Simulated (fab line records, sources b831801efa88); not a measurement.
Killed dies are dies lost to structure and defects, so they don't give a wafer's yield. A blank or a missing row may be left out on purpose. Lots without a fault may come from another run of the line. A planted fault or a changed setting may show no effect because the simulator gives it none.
A struck lot beside a sound one | flow sky130 | 43 steps out of a route of 708
Sound: wafers L427.2, L427.3, L427.6. Struck: wafers L435.1, L435.4. (L435.2 of the same lot was not struck and is left out.) The cause comes at the end.
At each step with rows: each side's tool, then ch and its chambers, then its first start. Under that, the readings that differ: sound wafers | struck wafers | difference of the means | sigmas: that difference in standard deviations of wafers without a fault.
alike: readings whose means differ by less than 2 such deviations, and words and numbers that are the same on both sides. not compared: withheld readings, readings that some wafer has no value for, bounds like >300 that may hide the same value, and numbers for which the record gives no deviation and whose values overlap.
The two part at a step that has a row with sigmas, a row that says differs or no value, or rows on one side only. Numbers that don't overlap but have no deviation are shown without sigmas and don't part them. A reading that every wafer of one side lacks parts them only if that side has two wafers or more.

SKY_METAL5_SPUTTER_03: material Ti, target thk 5 nm, time 3.3 s.
  sound on pvd_sputter-01, day 44 23:50; struck on pvd_sputter-02, day 46 16:04
  alike: throttle_valve_pct
then, 1 step without rows for these wafers: SKY_METAL5_SPUTTER_04 (material TiN, target thk 70 nm, time 58.3 s).
SKY_METAL5_RS_MEAS_05: measures by four-point-probe.
  sound on film_metro-03, day 44 23:56; struck on film_metro-03, day 46 16:08
  alike: METAL5_ALCU_RS
SKY_METAL5_THK_MEAS_06: measures by xrf.
  sound on film_metro-03, day 45 00:02; struck on film_metro-03, day 46 16:16
  alike: METAL5_ALCU_THK
then, 8 steps without rows for these wafers: SKY_METAL5_DEHYDRATE_07 (time 60 s); SKY_METAL5_HMDS_08 (prime time 60 s); SKY_METAL5_COAT_09 (resist thk 1800 nm); SKY_METAL5_SOFTBAKE_10 (time 60 s); SKY_METAL5_EXPOSE_11 (exposes mask MM5, target cd 1600 nm); SKY_METAL5_PEB_12; SKY_METAL5_DEVELOP_13 (develop time 60 s); SKY_METAL5_DESCUM_14 (chemistry O2, time 11 s).
SKY_METAL5_METAL_ETCH_15: etches the open film in Cl2/BCl3, stops on SiO2, target depth 1260 nm, time 252 s.
  sound on rie_metal-03 ch 0,1, day 45 21:28; struck on rie_metal-03 ch 1, day 47 11:34
  alike: drypump_motor_current_A, oes_product_au, throttle_valve_pct
  not compared: rf_hours_counter_h
then, 5 steps without rows for these wafers: SKY_METAL5_STRIP_16 (strips in O2/N2); SKY_METAL5_STRIP_17 (strips in post etch residue remover, time 1200 s); SKY_METAL5_CLEAN_18 (cleans in IPA, time 180 s); SKY_METAL5_CLEAN_19 (cleans in O3/DIW); SKY_PASSIVATION_CVD_00 (deposits SiO2, target thk 90 nm).
SKY_PASSIVATION_THK_MEAS_01:
  sound on film_metro-01, day 45 22:22; struck on film_metro-03, day 47 12:25
  alike: PASSIVATION_CVD_00_THK
SKY_PASSIVATION_CVD_02: deposits Si3N4, target thk 540 nm.
  sound on pecvd-04 ch 0,2, day 45 22:25; struck on pecvd-01 ch 1,2, day 47 12:29
  alike: heater_power_w
SKY_PASSIVATION_THK_MEAS_03:
  sound on film_metro-03, day 45 22:40; struck on film_metro-04, day 47 12:43
  alike: PASSIVATION_CVD_02_THK
then, 7 steps without rows for these wafers: SKY_PASSIVATION_DEHYDRATE_04 (time 60 s); SKY_PASSIVATION_HMDS_05 (prime time 60 s); SKY_PASSIVATION_COAT_06 (resist thk 3000 nm); SKY_PASSIVATION_SOFTBAKE_07; SKY_PASSIVATION_EXPOSE_08 (exposes mask NSM, target cd 3000 nm); SKY_PASSIVATION_PEB_09; SKY_PASSIVATION_DEVELOP_10 (develop time 60 s).
SKY_PASSIVATION_ETCH_11: etches the open film in CF4/O2, stops on AlCu, target depth 725 nm, time 161.1 s.
  sound on rie_diel-04 ch 1,2, day 46 18:59; struck on rie_diel-03 ch 0,3, day 48 08:11
  alike: drypump_motor_current_A, oes_product_au, throttle_valve_pct
  not compared: rf_hours_counter_h
SKY_PASSIVATION_STRIP_12: strips in O2/N2.
  sound on plasma_asher-04 ch 1, day 46 19:06; struck on plasma_asher-03 ch 0, day 48 08:18
  reading                      | sound             | struck      | difference | sigmas
  strip_time_to_endpoint_s (s) | 31.12 31.34 31.22 | 31.47 31.47 | +0.24      | +2
  alike: drypump_motor_current_A, o2_flow_sccm, oes_product_au
  not compared: rf_hours_counter_h
then, 8 steps without rows for these wafers: SKY_PAD_OPEN_DEHYDRATE_00 (time 60 s); SKY_PAD_OPEN_HMDS_01 (prime time 60 s); SKY_PAD_OPEN_COAT_02 (resist thk 3000 nm); SKY_PAD_OPEN_SOFTBAKE_03; SKY_PAD_OPEN_EXPOSE_04 (exposes mask PDM, target cd 60000 nm); SKY_PAD_OPEN_PEB_05; SKY_PAD_OPEN_DEVELOP_06 (develop time 60 s); SKY_PAD_OPEN_ETCH_07 (etches the open film in CF4/O2, stops on AlCu, target depth 725 nm, time 161.1 s).
SKY_PAD_OPEN_STRIP_08: strips in O2/N2.
  sound on plasma_asher-03 ch 0,1, day 47 15:12; struck on plasma_asher-03 ch 0,1, day 49 03:06
  alike: drypump_motor_current_A, o2_flow_sccm, oes_product_au
  not compared: rf_hours_counter_h
then, 3 steps without rows for these wafers: SKY_PAD_OPEN_STRIP_09 (strips in post etch residue remover, time 1200 s); SKY_PAD_OPEN_CLEAN_10 (cleans in IPA, time 180 s); SKY_PAD_OPEN_CLEAN_11 (cleans in O3/DIW).
SKY_PAD_OPEN_PROBE_99:
  sound on prober-02, day 47 17:28; struck on prober-01, day 49 05:19
  reading                               | sound             | struck      | difference | sigmas
  defect_limited_yield (%)              | 82.3 79.7 85.6    | 74.4 79.5   | -5.6       | -3
  killed_at_M4_up                       | 6 7 2             | 43 37       | +35        | +18
  killed_at_front_end                   | 21 24 13          | 5 10        | -12        | -2
  killed_dies                           | 87 100 71         | 126 101     | +28        | +3
  sort_bin_3_pad_short (%)              | 1.6 2.0 0.4       | 3.7 1.6     | +1.3       | +3
  sort_bin_5_function (%)               | 11.2 10.6 8.3     | 14.2 12.8   | +3.5       | +2
  sort_n_pass                           | 405 392 421       | 366 391     | -28        | -3
  sort_yield_pct (%)                    | 82.3 79.7 85.6    | 74.4 79.5   | -5.6       | -3
  model.etest.tester.sort_n_pass        | 405 392 421       | 366 391     | -28        |
  model.etest.tester.sort_yield_pct (%) | 82.32 79.67 85.57 | 74.39 79.47 | -5.59      |
  model.etest.tester.sort_bin_5_pct (%) | 11.18 10.57 8.333 | 14.23 12.8  | +3.49      |
  alike: killed_at_M0_to_M3, killed_at_contacts, killed_at_other, killed_open, killed_short, sort_bin_6_memory
  not compared: model.etest.tester.sort_bin_3_pct

WHERE THEY PART
First at SKY_PASSIVATION_STRIP_12; last, within this record, at SKY_PAD_OPEN_PROBE_99.

WHY: what the simulator had put in
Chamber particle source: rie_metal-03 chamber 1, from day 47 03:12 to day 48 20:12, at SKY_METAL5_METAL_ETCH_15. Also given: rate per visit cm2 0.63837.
